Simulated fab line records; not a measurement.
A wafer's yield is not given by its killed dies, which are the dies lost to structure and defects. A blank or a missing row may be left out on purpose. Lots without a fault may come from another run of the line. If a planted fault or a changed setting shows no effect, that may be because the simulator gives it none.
Comparing a struck lot with a sound one | flow sky130 | 14 out of 708 route steps
Sound: these wafers, L782.1, L782.4, L782.6. Struck: wafers L788.1, L788.5, L788.6. The cause is named last.
Each step with rows lists, per side, the tool, then ch with its chambers, then its first start. Under that, the readings that differ: sound wafers | struck wafers | difference of the means | sigmas: that difference in standard deviations of wafers without a fault.
alike: a reading whose means differ by less than 2 such deviations, as well as words and numbers matching on both sides. not compared: withheld readings; readings where some wafer has no value; bounds like >300 that might hide an equal value; numbers whose values overlap and for which the record gives no deviation.
The two part at a step that has a row with sigmas, a row that says differs or no value, or rows on one side only. Non-overlapping numbers with no deviation appear without sigmas and do not part them. A reading that every wafer of one side lacks parts them only if that side has two wafers or more.

first, 2 steps without rows for these wafers: SKY_LDD_LDN_PEB_05; SKY_LDD_LDN_DEVELOP_06 (develop time 60 s).
SKY_LDD_LDN_OVL_MEAS_07:
  sound on overlay-01, day 25 02:05; struck on overlay-01, day 27 22:18
  alike: LDD_LDN_OVL
then, 4 steps without rows for these wafers: SKY_LDD_LDN_IMPLANT_08; SKY_LDD_LDN_IMPLANT_09; SKY_LDD_LDN_IMPLANT_10; SKY_LDD_LDN_IMPLANT_11.
SKY_LDD_LDN_STRIP_12: strips in O2/N2.
  sound on plasma asher-01 ch 0,1, day 25 02:43; struck on plasma asher-03 ch 0,1, day 27 22:56
  alike: drypump motor current A, n2 flow sccm, oes product au, strip time to endpoint s
  not compared: rf hours counter h
SKY_LDD_LDN_TW_MEAS_13:
  sound on film metro-03, day 25 02:49; struck on film metro-04, day 27 23:02
  alike: LDD_LDN_TW
then, 2 steps without rows for these wafers: SKY_LDD_LDN_CLEAN_14 (cleans in SC1/SC2, time 150 s); SKY_SPACER_CVD_00 (deposits Si3N4 from DCS/NH3, target thk 43.1 nm, time 740 s).
SKY_SPACER_THK_MEAS_01:
  sound on film metro-04, day 25 04:08; struck on film metro-01, day 28 00:21
  alike: SPACER_CVD_00_THK
SKY_SPACER_ETCHBACK_02: etches Si3N4 in CH3F/O2, stops on SiO2, time 46.7 s, target depth 45 nm.
  sound on rie diel-03 ch 0,3, day 25 04:11; struck on rie diel-03 ch 0,1,3, day 28 00:25
  no value came back on the struck wafers for any of 6 readings (O2_flow_sccm (sccm), bias w (W) and others); on the sound wafers O2_flow_sccm (sccm) reads 30.05 30.16 30.20
  not compared: rf hours counter h
-- the record jumps here: 21 days lie between the struck wafers' starts before and after (it left off in module SPACER and takes up again in module PAD_OPEN, whose first step shown is number 708 of the route) --
SKY_PAD_OPEN_PROBE_99:
  sound on prober-02, day 47 05:57; struck on prober-01, day 49 02:34
  reading             | sound | struck      | difference | sigmas
  killed at front end | 16 15 | 417 404 432 | +402       | +89
  killed dies         | 84 86 | 492 492 492 | +407       | +46
  killed on rim       | 15 13 | 96 96 96    | +82        | +23
  alike: killed_at_M0_to_M3, killed_at_M4_up, killed at contacts, killed at other, killed open, killed short

== WHERE THEY PART ==
At SKY_SPACER_ETCHBACK_02 first; at SKY_PAD_OPEN_PROBE_99 last (within this record only).

WHY: what the simulator had put in
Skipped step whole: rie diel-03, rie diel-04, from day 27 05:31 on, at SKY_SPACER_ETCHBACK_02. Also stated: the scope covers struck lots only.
